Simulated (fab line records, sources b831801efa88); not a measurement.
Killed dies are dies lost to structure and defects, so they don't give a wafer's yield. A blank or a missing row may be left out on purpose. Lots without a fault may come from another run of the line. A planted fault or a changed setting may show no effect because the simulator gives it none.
A struck lot beside a sound one | flow sky130 | 16 steps out of a route of 708
Sound: wafers L649.1, L649.2, L649.6. Struck: wafers L647.3, L647.5, L647.6. The cause comes at the end.
At each step with rows: each side's tool, then ch and its chambers, then its first start. Under that, the readings that differ: sound wafers | struck wafers | difference of the means | sigmas: that difference in standard deviations of wafers without a fault.
alike: readings whose means differ by less than 2 such deviations, and words and numbers that are the same on both sides. not compared: withheld readings, readings that some wafer has no value for, bounds like >300 that may hide the same value, and numbers for which the record gives no deviation and whose values overlap.
The two part at a step that has a row with sigmas, a row that says differs or no value, or rows on one side only. Numbers that don't overlap but have no deviation are shown without sigmas and don't part them. A reading that every wafer of one side lacks parts them only if that side has two wafers or more.

first, 5 steps without rows for these wafers: SKY_VIA4_COAT_06 (resist thk 1140 nm); SKY_VIA4_SOFTBAKE_07 (time 60 s); SKY_VIA4_EXPOSE_08 (exposes mask VIM4, target cd 800 nm); SKY_VIA4_PEB_09; SKY_VIA4_DEVELOP_10 (develop time 60 s).
SKY_VIA4_OVL_MEAS_11:
  sound on overlay-01, day 48 05:28; struck on overlay-02, day 47 20:00
  alike: VIA4_OVL
SKY_VIA4_ETCH_12: etches SiO2 in C4F8/O2/Ar, stops on TiN, target depth 580 nm.
  sound on rie_diel-04 ch 0,2,3, day 48 05:30; struck on rie_diel-03 ch 1,2,3, day 47 20:01
  alike: chamber_pressure_mTorr, oes_product_au
SKY_VIA4_STRIP_13: strips in O2/N2.
  sound on plasma_asher-04 ch 0,1, day 48 05:34; struck on plasma_asher-03 ch 0,1, day 47 20:08
  alike: chamber_pressure_mTorr, drypump_motor_current_A, n2_flow_sccm, oes_product_au, strip_time_to_endpoint_s
  not compared: rf_hours_counter_h
then, 3 steps without rows for these wafers: SKY_VIA4_STRIP_14 (strips in post etch residue remover, time 1200 s); SKY_VIA4_CLEAN_15 (cleans in IPA, time 180 s); SKY_VIA4_CLEAN_16 (cleans in O3/DIW).
SKY_VIA4_SPUTTER_17: material TiN, target thk 20 nm, time 80 s.
  sound on pvd_sputter-02, day 48 06:11; struck on pvd_sputter-04, day 47 20:41
  alike: cathode_dc_power_W, throttle_valve_pct
SKY_VIA4_CVD_18: deposits W, target thk 505 nm, time 152.14 s.
  sound on cvd_w-01 ch 0,1, day 48 06:14; struck on cvd_w-02 ch 1, day 47 20:51
  no value came back on the struck wafers for chamber_pressure_Torr (Torr), heater_power_outer_w (W), heater_power_w (W); on the sound wafers chamber_pressure_Torr (Torr) reads 39.87 40.00 39.86
SKY_VIA4_RS_MEAS_19: measures by four-point-probe.
  sound on film_metro-02, day 48 06:23; struck on film_metro-04, day 47 21:05
  reading            | sound             | struck               | difference | sigmas
  VIA4_W_RS (ohm/sq) | 0.228 0.227 0.227 | 57.880 57.968 58.130 | +57.765    | +99 or more
SKY_VIA4_THK_MEAS_20: measures by xrf.
  sound on film_metro-02, day 48 06:31; struck on film_metro-04, day 47 21:11
  not compared: VIA4_W_THK
SKY_VIA4_CMP_21: polishes, stops on SiO2, t overpolish 25 s, target thk 0 nm.
  sound on cmp-02 ch 1,2, day 48 06:34; struck on cmp-01 ch 0,1,2, day 47 21:28
  reading                | sound       | struck | difference | sigmas
  time_to_endpoint_s (s) | 123 128 128 | 11 5 5 | -119       | -24
  alike: motor_current_A, slurry_flow_ml_min

WHERE THEY PART
First at SKY_VIA4_CVD_18; last, within this record, at SKY_VIA4_CMP_21.

WHY: what the simulator had put in
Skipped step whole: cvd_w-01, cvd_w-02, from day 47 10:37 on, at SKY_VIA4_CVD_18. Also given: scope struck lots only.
